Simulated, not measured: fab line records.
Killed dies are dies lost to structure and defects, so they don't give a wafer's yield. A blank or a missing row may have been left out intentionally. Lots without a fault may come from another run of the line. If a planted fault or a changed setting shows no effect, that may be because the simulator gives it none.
Which of the tools did it?    flow gf180mcu    33 wafers from 11 lots sampled at 3 of the route's 602 steps

## WHAT THE GAUGES READ, wafer by wafer
GF_NSD_TW_MEAS_12.
lot   measured      on            NSD_TW
L407  day 14 04:58  filmMetro-03  4315 4293 4317
L410  day 15 12:56  filmMetro-03  4291 4328 4289
L413  day 16 13:59  filmMetro-01  4503 4473 4494
L414  day 16 16:01  filmMetro-01  4490 4510 4517
L415  day 17 00:55  filmMetro-01  4500 4488 4482
L417  day 17 22:46  filmMetro-03  4302 4284 4290
L419  day 18 16:08  filmMetro-01  4251 4259 4251
L424  day 19 20:43  filmMetro-03  4273 4265 4271
L425  day 20 06:37  filmMetro-01  4193 4216 4208
L426  day 20 18:19  filmMetro-01  4205 4228 4208
L427  day 21 09:25  filmMetro-01  4216 4224 4230

## TOOL THAT RAN EACH LOT (tool first, then ch and the chambers of the sampled wafers, then the start)
lot   GF_NSD_IMPLANT_09                GF_NSD_STRIP_11
L407  implanter-01 ch 0, day 14 04:34  plasmaAsher-03 ch 0,1, day 14 04:52
L410  implanter-01 ch 0, day 15 12:35  plasmaAsher-02 ch 0,1, day 15 12:50
L413  implanter-01 ch 0, day 16 13:38  plasmaAsher-03 ch 0,1, day 16 13:53
L414  implanter-01 ch 0, day 16 15:37  plasmaAsher-03 ch 0,1, day 16 15:55
L415  implanter-01 ch 0, day 17 00:31  plasmaAsher-03 ch 0,1, day 17 00:49
L417  implanter-02 ch 0, day 17 22:22  plasmaAsher-02 ch 0,1, day 17 22:40
L419  implanter-02 ch 0, day 18 15:46  plasmaAsher-02 ch 0,1, day 18 16:03
L424  implanter-04 ch 0, day 19 20:20  plasmaAsher-02 ch 0,1, day 19 20:37
L425  implanter-02 ch 0, day 20 06:13  plasmaAsher-03 ch 0,1, day 20 06:31
L426  implanter-04 ch 0, day 20 17:55  plasmaAsher-03 ch 0,1, day 20 18:13
L427  implanter-01 ch 0, day 21 09:02  plasmaAsher-02 ch 1, day 21 09:19
- GF_NSD_IMPLANT_09
- GF_NSD_STRIP_11: strips in O2/N2.

## THE ANSWER, worked out from the rows above alone
Rule: the usual values come from the lots themselves. The widest of any qualifying gaps counts: lots, ordered by their means at a reading, are off when they make up no more than a third of the lots, leave a main group of 4 or more, and stand apart from it by 3 or more times the standard deviation of that group's means. A main group whose means are all the same, to the digits that the tables above print for the reading, isn't used. Also off: a lot with no number at a reading for which 4 or more lots have one. All remaining lots with rows at the step are treated as sound.
Off: L413, L414, L415, at GF_NSD_TW_MEAS_12 (NSD_TW). Main group: mean 4259, sd 38.
If a tool, at a process step before that reading, ran all the lots that are off and no sound lot after the first of them, it fits. Gauges at GF_NSD_TW_MEAS_12: tried the same way as those tools. Not one of the candidates tried fits.

## WHAT THE SIMULATOR HAD PUT IN
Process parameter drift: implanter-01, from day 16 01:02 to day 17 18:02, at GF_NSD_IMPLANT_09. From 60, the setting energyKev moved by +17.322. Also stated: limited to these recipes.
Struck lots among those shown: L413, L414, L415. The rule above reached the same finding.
